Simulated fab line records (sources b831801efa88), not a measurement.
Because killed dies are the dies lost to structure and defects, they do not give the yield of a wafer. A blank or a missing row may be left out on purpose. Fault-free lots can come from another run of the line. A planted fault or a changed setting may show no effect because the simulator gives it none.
Split-lot trial | flow sfq-line | 23 wafers read across 5 lots, on a route 325 steps long

ON THE SPLIT
At SFQ_TRILAYER_I1_CMP_CMP_046 (polishes SiO2), the setting leave-above-ref-nm was moved away from the recipe's 200 nm on 5 of the 23 wafers read, by +4.0% to +5.5%. This setting was run at the recipe's value on the other wafers.

FROM THE SPLIT TO THE READING: what the file shows between them, 2 steps
- SFQ_TRILAYER_I1_METRO_MEASURE_047
- SFQ_TRILAYER_I1_VIA_BARC_OPEN_VIA_ETCH_071: etches BARC in O2, target depth 125 nm, time 41.7 s (also split here: time-s)

THE READING
oes-product-au, in a.u., at SFQ_TRILAYER_I1_VIA_ETCH_VIA_ETCH_052 (etches SiO2 in CHF3, stops on Nb, target depth 260 nm). On this fab line, fault-free wafers typically give 0.856 a.u. with a standard deviation of 0.0045 a.u.

wafer  | tool, chamber at the split | leave-above-ref-nm as run, nm | against the recipe | oes-product-au, a.u. | against lot-mates on the recipe
L074.1 | cmp-01, 3                  | 200                           | recipe             | 0.858                | -
L074.2 | cmp-01, 2                  | 200                           | recipe             | 0.849                | -
L074.5 | cmp-01, 1                  | 200                           | recipe             | 0.859                | -
L075.2 | cmp-01, 0                  | 200                           | recipe             | 0.854                | -
L075.3 | cmp-01, 3                  | 200                           | recipe             | 0.860                | -
L075.4 | cmp-01, 1                  | 200                           | recipe             | 0.856                | -
L075.5 | cmp-01, 1                  | 200                           | recipe             | 0.856                | -
L075.6 | cmp-01, 0                  | 200                           | recipe             | 0.859                | -
L076.1 | cmp-01, 2                  | 208.1                         | +4.0%              | 0.874                | +0.022
L076.2 | cmp-01, 1                  | 200                           | recipe             | 0.855                | -
L076.3 | cmp-01, 0                  | 200                           | recipe             | 0.854                | -
L076.4 | cmp-01, 3                  | 208.1                         | +4.0%              | 0.868                | +0.016
L076.6 | cmp-01, 2                  | 200                           | recipe             | 0.847                | -
L083.1 | cmp-02, 1                  | 200                           | recipe             | 0.855                | -
L083.2 | cmp-02, 3                  | 200                           | recipe             | 0.857                | -
L083.4 | cmp-02, 0                  | 200                           | recipe             | 0.851                | -
L083.5 | cmp-02, 1                  | 200                           | recipe             | 0.856                | -
L083.6 | cmp-02, 2                  | 200                           | recipe             | 0.854                | -
L084.1 | cmp-01, 3                  | 200                           | recipe             | 0.857                | -
L084.2 | cmp-01, 2                  | 211.1                         | +5.5%              | 0.888                | +0.029
L084.3 | cmp-01, 1                  | 200                           | recipe             | 0.861                | -
L084.4 | cmp-01, 0                  | 211.1                         | +5.5%              | 0.879                | +0.020
L084.5 | cmp-01, 1                  | 211.1                         | +5.5%              | 0.881                | +0.022

FIT RESULTS
A straight line over all 23 wafers: oes-product-au changes by +0.00464 a.u. for each +1% of leave-above-ref-nm; r = +0.93; the points scatter about the line by 0.0039 a.u.
The same after taking each lot's own level away (the mean of its wafers on the recipe; 23 wafers): +0.00437 a.u. for each +1%; r = +0.95; scatter 0.0032 a.u.
According to that fit, moving leave-above-ref-nm by its largest amount changes the reading by 0.024 a.u.
The span of the lots' own levels, 0.8520 to 0.8590 a.u., comes to 1.6 times the standard deviation stated above.
The two slopes are in agreement: the lot-to-lot level therefore moves the slope only a little.
Check: +0.0227 a.u. against its lot-mates is what the line predicts for one of the wafers moved furthest among these (+5.5%) when that wafer is left out of the fit. It came out at +0.029 a.u. against them.
Tool readings at the split's step, against how far the setting was moved: time-to-endpoint-s r = -0.25.

ADDITIONAL SPLITS CARRIED BY THESE WAFERS
Other splits were also applied to these wafers ahead of the reading. Each is held against what the fit with the lots' levels taken away leaves over:
other split on the same wafers                    | wafers away from the commonest value | r with oes-product-au (lot level and that fit taken away)
SFQ_TRILAYER_M1_LITHO_PEB_042 peb-time-s          | 7                                    | +0.02
SFQ_TRILAYER_I1_DEP_PECVD_045 rf-w                | 11                                   | -0.05
SFQ_TRILAYER_I1_VIA_BARC_OPEN_VIA_ETCH_071 time-s | 6                                    | -0.19

THE WHOLE CHAIN: every reading that the file lists as answering this split, in the file's order
step                                  | what it does                                          | reading                                                                                   | change (the file's fit)                   | r (the file's)
SFQ_TRILAYER_I1_CMP_CMP_046           | polishes SiO2                                         | SiO2_of_TRILAYER_I1_DEP_PECVD_045.thk-nm (the simulator's own value, which no gauge read) | +2.03 nm for each +1% of the setting      | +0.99
SFQ_TRILAYER_I1_METRO_MEASURE_047     |                                                       | thk-nm                                                                                    | +2.04 nm for each +1% of the setting      | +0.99
SFQ_TRILAYER_I1_VIA_ETCH_VIA_ETCH_052 | etches SiO2 in CHF3, stops on Nb, target depth 260 nm | oes-product-au                                                                            | +0.00437 a.u. for each +1% of the setting | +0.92
SFQ_TRILAYER_I1_VIA_ETCH_VIA_ETCH_052 | etches SiO2 in CHF3, stops on Nb, target depth 260 nm | I1.feature-depth-nm (the simulator's own value, which no gauge read)                      | +2.02 nm for each +1% of the setting      | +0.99

THE FILE'S OWN FIT
oes-product-au changes by +0.00437 a.u. for each +1% of leave-above-ref-nm, r = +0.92.
